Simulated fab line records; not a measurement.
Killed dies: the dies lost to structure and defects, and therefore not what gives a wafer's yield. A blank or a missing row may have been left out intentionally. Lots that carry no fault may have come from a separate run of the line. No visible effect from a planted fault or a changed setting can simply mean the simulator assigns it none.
A sampling plan put to the test | flow sky130 | one fab line, 23 faults that these records tell of, each judged on the records of the lots that it struck
The plan is the line's own looks: the steps of the route at which a gauge or an inspection reads the wafer and doesn't change it. A look is open to judgement when struck wafers have a number at it and the file gives its usual mean and standard deviation on fault-free wafers. Caught: 4 or more of those standard deviations (sigma) separate the usual mean from the mean of the struck wafers at a look after the fault's first step. On the tool: the identical test, applied to the tool's own readings at the steps of the fault. A different recipe on the struck wafers counts as caught too, as does a record blank only for those wafers.

## THE FAULTS, as the simulator had put them in
1. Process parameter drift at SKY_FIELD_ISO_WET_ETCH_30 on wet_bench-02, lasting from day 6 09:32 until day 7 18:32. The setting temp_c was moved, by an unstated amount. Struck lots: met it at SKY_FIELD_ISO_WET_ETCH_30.
2. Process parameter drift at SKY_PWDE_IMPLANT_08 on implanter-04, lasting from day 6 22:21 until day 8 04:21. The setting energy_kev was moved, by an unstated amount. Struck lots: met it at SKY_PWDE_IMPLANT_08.
3. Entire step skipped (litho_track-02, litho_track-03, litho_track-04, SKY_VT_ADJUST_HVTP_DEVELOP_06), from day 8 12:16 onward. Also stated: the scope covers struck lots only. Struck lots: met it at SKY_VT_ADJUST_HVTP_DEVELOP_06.
4. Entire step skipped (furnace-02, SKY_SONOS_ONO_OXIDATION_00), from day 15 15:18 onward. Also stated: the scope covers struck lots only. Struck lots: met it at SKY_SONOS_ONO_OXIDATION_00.
5. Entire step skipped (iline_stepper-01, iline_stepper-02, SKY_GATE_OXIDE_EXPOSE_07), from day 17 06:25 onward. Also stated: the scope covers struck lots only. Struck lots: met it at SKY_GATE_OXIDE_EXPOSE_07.
6. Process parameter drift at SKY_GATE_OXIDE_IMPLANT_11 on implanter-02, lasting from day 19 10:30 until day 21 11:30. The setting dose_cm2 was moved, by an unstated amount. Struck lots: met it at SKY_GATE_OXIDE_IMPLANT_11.
7. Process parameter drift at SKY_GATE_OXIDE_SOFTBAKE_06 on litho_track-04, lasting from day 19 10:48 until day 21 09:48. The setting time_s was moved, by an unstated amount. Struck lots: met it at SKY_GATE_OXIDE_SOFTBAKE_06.
8. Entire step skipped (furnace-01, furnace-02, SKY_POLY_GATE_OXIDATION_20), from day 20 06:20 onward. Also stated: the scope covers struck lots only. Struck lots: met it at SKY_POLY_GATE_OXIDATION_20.
9. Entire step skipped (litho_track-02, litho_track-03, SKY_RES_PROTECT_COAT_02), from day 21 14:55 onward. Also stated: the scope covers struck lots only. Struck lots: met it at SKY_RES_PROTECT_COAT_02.
10. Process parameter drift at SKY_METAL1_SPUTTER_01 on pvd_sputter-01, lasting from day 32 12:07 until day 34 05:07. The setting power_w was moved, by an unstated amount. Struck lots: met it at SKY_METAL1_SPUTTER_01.
11. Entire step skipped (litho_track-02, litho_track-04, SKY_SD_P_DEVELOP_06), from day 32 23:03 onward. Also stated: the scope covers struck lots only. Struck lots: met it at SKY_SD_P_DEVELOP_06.
12. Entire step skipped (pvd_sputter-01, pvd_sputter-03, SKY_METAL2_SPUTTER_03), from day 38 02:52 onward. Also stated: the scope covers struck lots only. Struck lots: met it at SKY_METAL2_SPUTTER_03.
13. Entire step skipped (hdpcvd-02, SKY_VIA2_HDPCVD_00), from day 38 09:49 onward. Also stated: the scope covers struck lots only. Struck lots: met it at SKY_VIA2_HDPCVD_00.
14. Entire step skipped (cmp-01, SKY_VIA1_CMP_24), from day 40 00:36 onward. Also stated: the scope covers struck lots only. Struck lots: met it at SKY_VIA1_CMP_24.
15. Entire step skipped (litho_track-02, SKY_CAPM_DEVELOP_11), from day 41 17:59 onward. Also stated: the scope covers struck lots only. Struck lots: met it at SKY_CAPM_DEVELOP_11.
16. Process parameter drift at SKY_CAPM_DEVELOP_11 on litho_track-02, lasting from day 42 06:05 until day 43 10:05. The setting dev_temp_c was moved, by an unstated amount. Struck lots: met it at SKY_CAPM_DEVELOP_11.
17. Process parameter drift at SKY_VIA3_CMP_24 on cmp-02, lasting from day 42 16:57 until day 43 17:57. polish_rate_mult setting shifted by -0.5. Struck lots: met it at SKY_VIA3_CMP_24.
18. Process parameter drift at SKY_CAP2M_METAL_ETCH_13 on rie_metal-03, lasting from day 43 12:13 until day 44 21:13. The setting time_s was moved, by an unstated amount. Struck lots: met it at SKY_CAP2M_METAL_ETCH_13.
19. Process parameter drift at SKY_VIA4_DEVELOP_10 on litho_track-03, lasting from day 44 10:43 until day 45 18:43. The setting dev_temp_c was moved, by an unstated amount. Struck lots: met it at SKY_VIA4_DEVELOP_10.
20. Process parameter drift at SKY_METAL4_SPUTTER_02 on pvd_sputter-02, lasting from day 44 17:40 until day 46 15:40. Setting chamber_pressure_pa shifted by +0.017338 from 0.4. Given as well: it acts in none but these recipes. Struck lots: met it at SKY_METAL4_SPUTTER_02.
21. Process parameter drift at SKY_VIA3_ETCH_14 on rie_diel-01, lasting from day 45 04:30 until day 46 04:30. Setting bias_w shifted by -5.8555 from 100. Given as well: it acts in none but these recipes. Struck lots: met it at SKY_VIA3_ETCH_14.
22. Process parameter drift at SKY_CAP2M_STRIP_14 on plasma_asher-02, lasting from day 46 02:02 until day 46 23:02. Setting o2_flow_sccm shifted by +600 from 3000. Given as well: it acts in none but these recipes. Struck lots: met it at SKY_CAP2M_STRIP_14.
23. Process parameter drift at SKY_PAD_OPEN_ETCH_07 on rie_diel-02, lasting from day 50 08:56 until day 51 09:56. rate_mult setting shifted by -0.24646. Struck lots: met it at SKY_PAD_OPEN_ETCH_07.

## WHAT THE PLAN SAW
fault | on the tool itself                               | first look that catches it                   | reading, sigma | median hours from its first step to that look | hours from the fault's start to the first struck lot there | judged looks passed uncaught
1     | temp_c +99 or beyond sigma                       | not the one look that can be judged after it | -              | -                                             | -                                                          | 1
2     | beam_energy_keV -65 sigma                        | not the one look that can be judged after it | -              | -                                             | -                                                          | 1
3     | the tool's record is blank for the struck wafers | not the one look that can be judged after it | -              | -                                             | -                                                          | 1
4     | the tool's record is blank for the struck wafers | no look after it can be judged               | -              | -                                             | -                                                          | 0
5     | no reading that can be judged                    | no look after it can be judged               | -              | -                                             | -                                                          | 0
6     | dose_ions_cm2 +51 sigma                          | not the one look that can be judged after it | -              | -                                             | -                                                          | 1
7     | heater_power_total_W +89 sigma                   | not the one look that can be judged after it | -              | -                                             | -                                                          | 1
8     | the tool's record is blank for the struck wafers | no look after it can be judged               | -              | -                                             | -                                                          | 0
9     | the tool's record is blank for the struck wafers | not the one look that can be judged after it | -              | -                                             | -                                                          | 1
10    | cathode_dc_power_W +99 or beyond sigma           | no look after it can be judged               | -              | -                                             | -                                                          | 0
11    | the tool's record is blank for the struck wafers | no look after it can be judged               | -              | -                                             | -                                                          | 0
12    | the tool's record is blank for the struck wafers | no look after it can be judged               | -              | -                                             | -                                                          | 0
13    | the tool's record is blank for the struck wafers | no look after it can be judged               | -              | -                                             | -                                                          | 0
14    | the tool's record is blank for the struck wafers | no look after it can be judged               | -              | -                                             | -                                                          | 0
15    | the tool's record is blank for the struck wafers | no look after it can be judged               | -              | -                                             | -                                                          | 0
16    | developer_temp_C +9.0 sigma                      | no look after it can be judged               | -              | -                                             | -                                                          | 0
17    | overpolish_run_s -99 or beyond sigma             | no look after it can be judged               | -              | -                                             | -                                                          | 0
18    | oes_product_au +5.8 sigma                        | no look after it can be judged               | -              | -                                             | -                                                          | 0
19    | developer_temp_C +23 sigma                       | no look after it can be judged               | -              | -                                             | -                                                          | 0
20    | chamber_pressure_pa +20 sigma                    | no look after it can be judged               | -              | -                                             | -                                                          | 0
21    | bias_w -18 sigma                                 | no look after it can be judged               | -              | -                                             | -                                                          | 0
22    | o2_flow_sccm +75 sigma                           | no look after it can be judged               | -              | -                                             | -                                                          | 0
23    | oes_product_au -14 sigma                         | no look after it can be judged               | -              | -                                             | -                                                          | 0
A dash: the fault is not caught, or the number is missing from these records.

Caught at a look: 0 of 23. Caught on the tool: 22 of 23. By one or the other: 22 of 23.
Caught on the tool alone: faults 1, 2, 3, 4, 6, 7, 8, 9, 10, 11, 12, 13, 14, 15, 16, 17, 18, 19, 20, 21, 22, 23.
Caught by neither: fault 5.
